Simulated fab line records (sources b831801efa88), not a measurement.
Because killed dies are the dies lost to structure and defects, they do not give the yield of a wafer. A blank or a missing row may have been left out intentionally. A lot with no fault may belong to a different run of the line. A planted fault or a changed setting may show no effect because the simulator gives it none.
Tool commonality check	flow sky130	42 wafers sampled across 14 lots

REASON IT WAS OPENED
Of 14 lots, 2 have the reading RES_XHIGH_RS flagged at SKY_SD_N_RS_MEAS_18. Wafers without a fault read 333.5 ohm/sq, standard deviation 1.3.
Rule: a lot is flagged in two cases, either no wafer of it has a number, or all its wafers with numbers fall more than 4 standard deviations from that mean. All remaining lots are regarded as sound.

lot	measured	on	RES_XHIGH_RS (ohm/sq), wafer by wafer	flag
L800	day 28 04:38	filmMetro-04	332.3 332.7 332.2	
L801	day 28 15:47	filmMetro-04	333.3 333.7 335.0	
L802	day 28 18:08	filmMetro-03	333.1 333.2 333.7	
L803	day 29 00:08	filmMetro-02	334.0 333.7 335.3	
L804	day 29 09:14	filmMetro-04	331.1 332.1 332.5	
L806	day 30 08:43	filmMetro-04	334.5 334.4 333.7	
L807	day 30 11:59	filmMetro-04	334.0 332.7 333.6	
L809	day 31 01:37	filmMetro-03	334.3 334.5 335.3	
L815	day 33 00:16	filmMetro-03	334.0 334.3 334.0	
L817	day 33 16:11	filmMetro-02	354.2 355.7 355.8	FLAGGED
L819	day 34 06:37	filmMetro-04	350.8 350.8 351.3	FLAGGED
L820	day 34 10:20	filmMetro-02	335.1 334.4 333.3	
L822	day 35 07:59	filmMetro-04	334.0 332.6 331.2	
L823	day 35 10:16	filmMetro-02	334.8 334.6 334.8	
On average the flagged lots' numbers are 353.1 ohm/sq, which is +19.6 ohm/sq against the usual, or +15 standard deviations.

WHICH TOOL EACH LOT WENT THROUGH
The record keeps 1 process step preceding the reading, out of 708 steps on the route. Every cell lists first the tool, next ch and the chambers used by the sampled wafers, and last the start.
lot	flag	SKY_RES_XHIGH_IMPLANT_07
L800		implanter-01 ch 0, day 26 22:59
L801		implanter-04 ch 0, day 27 09:53
L802		implanter-01 ch 0, day 27 12:41
L803		implanter-01 ch 0, day 27 17:55
L804		implanter-04 ch 0, day 28 04:26
L806		implanter-02 ch 0, day 29 04:28
L807		implanter-02 ch 0, day 29 07:26
L809		implanter-02 ch 0, day 29 20:22
L815		implanter-04 ch 0, day 31 20:07
L817	FLAGGED	implanter-01 ch 0, day 32 12:20
L819	FLAGGED	implanter-01 ch 0, day 33 03:20
L820		implanter-02 ch 0, day 33 06:24
L822		implanter-02 ch 0, day 34 04:13
L823		implanter-04 ch 0, day 34 06:28
What is done by these steps:
- SKY_RES_XHIGH_IMPLANT_07
- SKY_SD_N_RS_MEAS_18: measures by four-point-probe.

FLAGGED AGAINST TOTAL, ONE TOOL AT A TIME (gauges that did the reading follow at the end)
step	tool	lots run	flagged	share of the flagged lots	sound lots run after its first flagged lot
SKY_RES_XHIGH_IMPLANT_07	implanter-01	5	2	all	0
SKY_RES_XHIGH_IMPLANT_07	implanter-02	5	0	none	-
SKY_RES_XHIGH_IMPLANT_07	implanter-04	4	0	none	-
SKY_SD_N_RS_MEAS_18	filmMetro-02	4	1	some	2 (L820,L823)
SKY_SD_N_RS_MEAS_18	filmMetro-03	3	0	none	-
SKY_SD_N_RS_MEAS_18	filmMetro-04	7	1	some	1 (L822)

WHAT IS ALLOWED BY THE TABLE
Rows of the table that ran each flagged lot: 1, that is implanter-01 at SKY_RES_XHIGH_IMPLANT_07.
- implanter-01 at SKY_RES_XHIGH_IMPLANT_07 ran 5 lots, 2 of them flagged. Its last sound lot is L803 (day 27 17:55), its first flagged lot L817 (day 32 12:20): a fault that began between those two fits.
One tool is left: implanter-01 at SKY_RES_XHIGH_IMPLANT_07.

WHAT THE SIMULATOR HAD INSERTED
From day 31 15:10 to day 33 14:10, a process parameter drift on implanter-01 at SKY_RES_XHIGH_IMPLANT_07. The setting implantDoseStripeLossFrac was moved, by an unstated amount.
Shown lots that were struck: L817, L819. The same result came from the rule above.
